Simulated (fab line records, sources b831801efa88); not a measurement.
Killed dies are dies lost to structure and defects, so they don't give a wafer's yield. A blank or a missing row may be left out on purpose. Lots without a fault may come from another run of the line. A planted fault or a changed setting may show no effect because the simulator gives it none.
A struck lot beside a sound one | flow sky130 | 15 steps out of a route of 708
Sound: wafers L736.1, L736.3, L736.5. Struck: wafers L751.1, L751.2, L751.5. The cause comes at the end.
At each step with rows: each side's tool, then ch and its chambers, then its first start. Under that, the readings that differ: sound wafers | struck wafers | difference of the means | sigmas: that difference in standard deviations of wafers without a fault.
alike: readings whose means differ by less than 2 such deviations, and words and numbers that are the same on both sides. not compared: withheld readings, readings that some wafer has no value for, bounds like >300 that may hide the same value, and numbers for which the record gives no deviation and whose values overlap.
The two part at a step that has a row with sigmas, a row that says differs or no value, or rows on one side only. Numbers that don't overlap but have no deviation are shown without sigmas and don't part them. A reading that every wafer of one side lacks parts them only if that side has two wafers or more.

first, 2 steps without rows for these wafers: SKY_CAPM_PEB_10; SKY_CAPM_DEVELOP_11 (develop time 60 s).
SKY_CAPM_OVL_MEAS_12:
  sound on overlay-01, day 38 08:28; struck on overlay-01, day 42 07:31
  alike: CAPM_OVL
SKY_CAPM_METAL_ETCH_13: etches TiN in Cl2/BCl3, stops on SiO2, target depth 220 nm, time 62.9 s.
  sound on rie_metal-03 ch 0,1, day 38 08:30; struck on rie_metal-02 ch 0,1, day 42 07:33
  alike: chamber_pressure_mTorr, drypump_motor_current_A, oes_product_au, throttle_valve_pct
  not compared: rf_hours_counter_h
SKY_CAPM_STRIP_14: strips in O2/N2.
  sound on plasma_asher-02 ch 0,1, day 38 08:35; struck on plasma_asher-02 ch 0,1, day 42 07:38
  alike: chamber_pressure_mTorr, drypump_motor_current_A, oes_product_au, strip_time_to_endpoint_s
  not compared: rf_hours_counter_h
then, 7 steps without rows for these wafers: SKY_CAPM_STRIP_15 (strips in post etch residue remover, time 1200 s); SKY_CAPM_CLEAN_16 (cleans in IPA, time 180 s); SKY_CAPM_CLEAN_17 (cleans in O3/DIW); SKY_METAL3_DEHYDRATE_05 (time 60 s); SKY_METAL3_HMDS_06 (prime time 60 s); SKY_METAL3_COAT_07 (resist thk 60 nm); SKY_METAL3_COAT_08 (resist thk 1140 nm).
SKY_METAL3_SOFTBAKE_09: time 90 s.
  sound on litho_track-01 ch 0, day 38 21:00; struck on litho_track-01 ch 0, day 42 19:00
  reading                  | sound                | struck            | difference | sigmas
  heater_power_total_W (W) | 57.13 57.33 57.37    | 56.36 56.35 56.41 | -0.90      | -8
  plate_temp_C (C)         | 100.01 100.18 100.04 | 98.91 98.93 98.82 | -1.19      | -11
then, 1 step without rows for these wafers: SKY_METAL3_EXPOSE_10 (exposes mask MM3, target cd 300 nm).
-- the record jumps here: 7 days lie between the struck wafers' starts before and after (it left off in module METAL3 and takes up again in module PAD_OPEN, whose first step shown is number 708 of the route) --
SKY_PAD_OPEN_PROBE_99:
  sound on prober-01, day 46 12:35; struck on prober-02, day 49 13:12
  alike: defect_limited_yield, killed_at_M0_to_M3, killed_at_M4_up, killed_at_contacts, killed_at_front_end, killed_at_other, killed_dies, killed_open, killed_short, sort_bin_3_pad_short, sort_bin_5_function, sort_bin_6_memory, sort_n_pass, sort_yield_pct

WHERE THEY PART
Only at SKY_METAL3_SOFTBAKE_09, within this record. Later steps at which nothing parts them and some readings are alike: SKY_PAD_OPEN_PROBE_99.

WHY: what the simulator had put in
Process parameter drift: litho_track-01, from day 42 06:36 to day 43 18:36, at SKY_METAL3_SOFTBAKE_09. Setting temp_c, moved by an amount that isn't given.
